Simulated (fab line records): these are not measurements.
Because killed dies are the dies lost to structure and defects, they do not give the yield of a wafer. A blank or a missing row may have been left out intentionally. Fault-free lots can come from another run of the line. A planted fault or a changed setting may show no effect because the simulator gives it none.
What tool caused it?	flow sky130	39 wafers from 13 lots sampled at 6 of the route's 708 steps

## WHAT THE GAUGES SHOWED, per wafer
SKY_POLY_GATE_OVL_MEAS_14. Usual: POLY_GATE_OVL typically reads 1 nm, with standard deviation 5.6.
lot	measured	on	POLY_GATE_OVL (nm)	flag
L873	day 16 02:59	overlay-02	5 1 3	
L874	day 16 13:13	overlay-02	14 15 6	
L875	day 16 19:07	overlay-01	8 12 2	
L876	day 17 01:48	overlay-01	-7 -8 -5	
L877	day 17 15:13	overlay-01	-2 -7 1	
L878	day 18 03:20	overlay-01	1 10 6	
L880	day 19 12:41	overlay-01	7 5 2	
L881	day 19 12:49	overlay-02	-5 -4 -3	
L883	day 20 01:27	overlay-01	-2 -5 5	
L893	day 23 21:00	overlay-01	-4 3 0	
L894	day 24 07:29	overlay-01	7 7 5	
L895	day 24 08:28	overlay-02	-4 0 -3	
L896	day 24 10:52	overlay-01	-3 -3 7	

SKY_LDD_HVN_OVL_MEAS_07. Usual: LDD_HVN_OVL typically reads -0.2 nm, with standard deviation 1.4.
lot	measured	on	LDD_HVN_OVL (nm)	flag
L873	day 19 21:32	overlay-01	-0.8 -0.8 -0.1	
L874	day 20 09:16	overlay-02	-0.9 -2.6 -3.2	
L875	day 20 15:46	overlay-02	0.7 0.5 -0.3	
L876	day 20 23:41	overlay-01	-1.1 -3.5 -2.1	
L877	day 21 13:42	overlay-02	0.5 2.1 0.9	
L878	day 22 03:16	overlay-01	-0.8 -0.4 -0.5	
L880	day 23 15:34	overlay-01	-0.5 -0.2 0.7	
L881	day 23 10:07	overlay-02	-1.9 -0.7 1.5	
L883	day 24 05:26	overlay-01	- - -	OFF
L893	day 27 17:38	overlay-01	-0.6 -2.5 0.4	
L894	day 28 02:07	overlay-02	-2.2 -1.8 0.2	
L895	day 28 02:38	overlay-02	-1.3 -1.7 -1.0	
L896	day 28 06:01	overlay-01	-0.5 -2.5 -1.8	

SKY_LDD_HVN_TW_MEAS_10. Usual: LDD_HVN_TW typically reads 1441, with standard deviation 11.
lot	measured	on	LDD_HVN_TW	flag
L873	day 19 21:49	filmMetro-02	1434 1428 1428	
L874	day 20 09:34	filmMetro-02	1428 1434 1441	
L875	day 20 16:04	filmMetro-02	1431 1430 1430	
L876	day 20 23:59	filmMetro-02	1432 1430 1437	
L877	day 21 13:59	filmMetro-01	1464 1447 1463	
L878	day 22 03:32	filmMetro-02	1419 1424 1425	
L880	day 23 15:50	filmMetro-01	1442 1443 1450	
L881	day 23 10:24	filmMetro-01	1444 1446 1446	
L883	day 24 05:43	filmMetro-02	30 30 30	OFF
L893	day 27 17:55	filmMetro-01	1455 1463 1463	
L894	day 28 02:23	filmMetro-02	1427 1439 1433	
L895	day 28 02:55	filmMetro-02	1439 1431 1434	
L896	day 28 06:19	filmMetro-04	1456 1447 1453	

## EACH LOT AND THE TOOL THAT RAN IT (in order: tool; ch and the chambers of the sampled wafers; start)
lot	SKY_POLY_GATE_ETCH_16	SKY_LDD_HVN_EXPOSE_04	SKY_LDD_HVN_STRIP_09
L873	rieDiel-04 ch 1,2,3, day 16 03:07	ilineStepper-02 ch 0, day 19 06:22	plasmaAsher-04 ch 0,1, day 19 21:43
L874	rieDiel-03 ch 1,2,3, day 16 13:20	ilineStepper-01 ch 0, day 19 18:28	plasmaAsher-02 ch 0,1, day 20 09:28
L875	rieDiel-04 ch 1,2,3, day 16 19:16	ilineStepper-01 ch 0, day 20 01:22	plasmaAsher-01 ch 0,1, day 20 15:59
L876	rieDiel-04 ch 1,2,3, day 17 01:57	ilineStepper-01 ch 0, day 20 09:15	plasmaAsher-04 ch 0,1, day 20 23:53
L877	rieDiel-04 ch 0,2, day 17 15:24	ilineStepper-02 ch 0, day 20 22:55	plasmaAsher-04 ch 0,1, day 21 13:55
L878	rieDiel-03 ch 1,2,3, day 18 03:28	ilineStepper-02 ch 0, day 21 11:49	plasmaAsher-01 ch 0,1, day 22 03:26
L880	rieDiel-01 ch 0,3, day 19 12:49	ilineStepper-02 ch 0, day 23 00:34	plasmaAsher-01 ch 0,1, day 23 15:44
L881	rieDiel-03 ch 0,1,3, day 19 12:56	ilineStepper-02 ch 0, day 22 19:05	plasmaAsher-01 ch 0,1, day 23 10:17
L883	rieDiel-03 ch 1,2,3, day 20 01:34	ilineStepper-01 ch 0, day 23 14:37	plasmaAsher-02 ch 0,1, day 24 05:37
L893	rieDiel-03 ch 0,3, day 23 21:07	ilineStepper-01 ch 0, day 27 03:11	plasmaAsher-04 ch 0,1, day 27 17:49
L894	rieDiel-04 ch 0,1,2, day 24 07:37	ilineStepper-01 ch 0, day 27 12:01	plasmaAsher-02 ch 1, day 28 02:17
L895	rieDiel-03 ch 2,3, day 24 08:34	ilineStepper-01 ch 0, day 27 12:38	plasmaAsher-04 ch 0, day 28 02:49
L896	rieDiel-04 ch 0,1,2, day 24 10:59	ilineStepper-01 ch 0, day 27 15:58	plasmaAsher-02 ch 0,1, day 28 06:13
- SKY_POLY_GATE_ETCH_16: etches Si3N4 in CH3F/O2, stops on poly-Si, time 147.5 s, target depth 75 nm.
- SKY_LDD_HVN_EXPOSE_04: exposes mask HVNTM, target cd 700 nm.
- SKY_LDD_HVN_STRIP_09: strips in O2/N2.

## WHAT THE TOOLS THEMSELVES READ (means of the sampled wafers that have a number; where no wafer has one, the mark that the record gives instead)
SKY_POLY_GATE_ETCH_16. Usual: drypumpMotorCurrentA 5.9 A, standard deviation 0.42; oesProductAu 0.639 a.u., standard deviation 0.0054; rfFwdPowerW 397.9 W, standard deviation 1.2; throttleValvePct 10.536 %, standard deviation 0.0092.
lot	tool	drypumpMotorCurrentA (A)	oesProductAu (a.u.)	rfFwdPowerW (W)	throttleValvePct (%)	flag
L873	rieDiel-04	5.9	0.637	398.2	10.530	
L874	rieDiel-03	5.8	0.642	397.6	10.541	
L875	rieDiel-04	5.9	0.642	397.3	10.534	
L876	rieDiel-04	5.9	0.640	397.1	10.534	
L877	rieDiel-04	5.8	0.636	395.7	10.539	
L878	rieDiel-03	5.8	0.637	398.0	10.545	
L880	rieDiel-01	6.2	0.636	396.9	10.537	
L881	rieDiel-03	5.5	0.640	398.3	10.541	
L883	rieDiel-03	5.8	0.637	398.3	10.538	
L893	rieDiel-03	5.7	0.636	398.4	10.536	
L894	rieDiel-04	5.9	0.643	398.4	10.532	
L895	rieDiel-03	6.3	0.634	397.0	10.535	
L896	rieDiel-04	5.9	0.638	398.9	10.537	

SKY_LDD_HVN_EXPOSE_04. Usual: reticleTempC 23.02 C, standard deviation 0.093.
lot	tool	reticleTempC (C)	flag
L873	ilineStepper-02	22.94	
L874	ilineStepper-01	23.09	
L875	ilineStepper-01	23.09	
L876	ilineStepper-01	23.01	
L877	ilineStepper-02	22.96	
L878	ilineStepper-02	22.97	
L880	ilineStepper-02	22.92	
L881	ilineStepper-02	22.97	
L883	ilineStepper-01	23.04	
L893	ilineStepper-01	22.99	
L894	ilineStepper-01	23.04	
L895	ilineStepper-01	23.06	
L896	ilineStepper-01	23.03	

SKY_LDD_HVN_STRIP_09. Usual: drypumpMotorCurrentA 5.7 A, standard deviation 0.38; n2FlowSccm 300.0 sccm, standard deviation 0.94; oesProductAu 0.409 a.u., standard deviation 0.0042; stripTimeToEndpointS 4.134 s, standard deviation 0.015.
lot	tool	drypumpMotorCurrentA (A)	n2FlowSccm (sccm)	oesProductAu (a.u.)	stripTimeToEndpointS (s)	flag
L873	plasmaAsher-04	6.1	299.3	0.408	4.147	
L874	plasmaAsher-02	5.6	299.5	0.408	4.141	
L875	plasmaAsher-01	5.4	299.4	0.407	4.131	
L876	plasmaAsher-04	5.9	300.2	0.404	4.106	
L877	plasmaAsher-04	6.1	300.3	0.408	4.136	
L878	plasmaAsher-01	5.4	300.6	0.406	4.131	
L880	plasmaAsher-01	5.4	300.3	0.407	4.140	
L881	plasmaAsher-01	5.4	298.8	0.409	4.149	
L883	plasmaAsher-02	5.6	299.0	0.410	4.155	
L893	plasmaAsher-04	6.0	299.7	0.410	4.134	
L894	plasmaAsher-02	5.1	299.8	0.410	4.142	
L895	plasmaAsher-04	5.8	299.5	0.402	4.139	
L896	plasmaAsher-02	5.4	300.9	0.408	4.124	

## THE ANSWER, worked out from the rows above alone
Rule: a lot is off if the mean of its wafers that have a number lies more than 3 standard deviations from the usual mean. Also off: a lot with no number at a reading for which 4 or more lots have one. Where the step has rows for the other lots, those lots are counted as sound. The gauges are gone through in route order, then the tools' own readings, and for those a lot's mean is taken as printed above. The first step at which some lot is off is used, and at that step the reading that is off furthest; a lot without a number counts as furthest.
Off: L883, at SKY_LDD_HVN_OVL_MEAS_07 (LDD_HVN_OVL). Without a number there: L883.
If a tool, at a process step before that reading, ran all the lots that are off and no sound lot after the first of them, it fits. Not tried: the gauges at SKY_LDD_HVN_OVL_MEAS_07; whatever is off there is also off at SKY_LDD_HVN_TW_MEAS_10, on other tools, and gauge error can't account for it. None of those tried fits.

## WHAT THE SIMULATOR PUT IN
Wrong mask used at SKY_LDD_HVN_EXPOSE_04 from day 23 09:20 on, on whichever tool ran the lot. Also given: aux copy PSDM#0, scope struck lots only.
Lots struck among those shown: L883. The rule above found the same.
